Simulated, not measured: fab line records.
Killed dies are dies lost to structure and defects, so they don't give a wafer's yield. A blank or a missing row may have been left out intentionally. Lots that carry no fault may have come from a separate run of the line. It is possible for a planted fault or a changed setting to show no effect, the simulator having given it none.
A single fault, viewed from 2 desks || flow gf180mcu || only its own numbers are on each desk; what lay behind them is given at the end

== DESK OF THE TOOL OWNER: pvd-sputter-02 ==
The tool's own readings at GF_SALICIDE_SPUTTER_02 (material Co, target thk 10 nm, time 20 s): means of the sampled wafers that have a number, for each lot that ran on this tool. If a lot's mean is further than 4 standard deviations from the usual mean, the lot is out of limits and carries the mark OUT (the distance appears in the brackets).
Columns: A = throttle-valve-pct at GF_SALICIDE_SPUTTER_02, usual 30.5 %
{"lot": "L163", "first seen here": "day 15 07:14", "A": 30.1}
{"lot": "L170", "first seen here": "day 17 15:53", "A": 30.5}
{"lot": "L172", "first seen here": "day 18 10:59", "A": 30.1}
{"lot": "L174", "first seen here": "day 18 23:50", "A": 30.6}
{"lot": "L183", "first seen here": "day 22 07:08", "A": 30.6}
Result from this desk: across the 5 lots, nothing is out of limits.

== THE METROLOGY DESK ==
Lot by lot, what the gauges showed, no matter which tool ran the lot: averages of those sampled wafers that carry a number. If a lot's mean is further than 4 standard deviations from the usual mean, the lot is out of limits and carries the mark OUT (the distance appears in the brackets).
Columns: A = SALICIDE_TIN_RS at GF_SALICIDE_RS_MEAS_04, usual 16.3 ohm/sq; B = cd-nm at GF_CONTACT_CD_MEAS_14, usual 220.2 nm; C = CONTACT_OVL at GF_CONTACT_OVL_MEAS_15, usual 4 nm
{"lot": "L163", "first seen here": "day 15 07:19", "A": 16.1, "B": 219.4, "C": 3}
{"lot": "L164", "first seen here": "day 15 16:56", "A": 15.9, "B": 220.0, "C": 10}
{"lot": "L165", "first seen here": "day 15 18:11", "A": 16.9, "B": 221.2, "C": 8}
{"lot": "L166", "first seen here": "day 16 02:53", "A": 16.2, "B": 220.8, "C": -4}
{"lot": "L169", "first seen here": "day 17 09:55", "A": 16.1, "B": 219.0, "C": 4}
{"lot": "L170", "first seen here": "day 17 15:59", "A": 16.9, "B": 218.7, "C": 9}
{"lot": "L172", "first seen here": "day 18 11:04", "A": "14.5 (-5.7) OUT", "B": 220.2, "C": 9}
{"lot": "L174", "first seen here": "day 18 23:53", "A": "14.5 (-5.5) OUT", "B": 220.6, "C": 2}
{"lot": "L181", "first seen here": "day 21 10:23", "A": 16.1, "B": 218.9, "C": 0}
{"lot": "L182", "first seen here": "day 21 20:06", "A": 16.0, "B": 220.4, "C": 4}
{"lot": "L183", "first seen here": "day 22 07:11", "A": 16.1, "B": 220.1, "C": 3}
{"lot": "L184", "first seen here": "day 22 13:06", "A": 16.1, "B": 219.4, "C": 1}
{"lot": "L185", "first seen here": "day 22 18:00", "A": 16.3, "B": 220.8, "C": -0}
{"lot": "L186", "first seen here": "day 23 04:06", "A": 16.2, "B": 222.0, "C": 8}
This desk reports L172, L174 out of limits; the earliest was L172 at day 18 11:04 (SALICIDE_TIN_RS at GF_SALICIDE_RS_MEAS_04). L163, L164, L165, L166, L169, L170, L181, L182, L183, L184, L185, L186: within limits.

== ALL TOGETHER ==
On L172, L174, the metrology desk was in a position to raise an alarm at day 18 11:04.
The tool owner's desk saw nothing out of limits.
Tool owner's desk: L172, L174 on record, inside its limits.
Of the lots named, all ran GF_SALICIDE_SPUTTER_02 on pvd-sputter-02.

== WHAT THE SIMULATOR HAD INSERTED ==
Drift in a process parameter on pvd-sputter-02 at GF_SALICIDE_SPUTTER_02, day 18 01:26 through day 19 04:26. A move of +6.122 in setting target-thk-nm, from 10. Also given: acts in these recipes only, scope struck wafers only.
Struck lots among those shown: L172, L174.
Delay in hours, fault start to first out-of-limits reading, per desk: metrology desk 10.
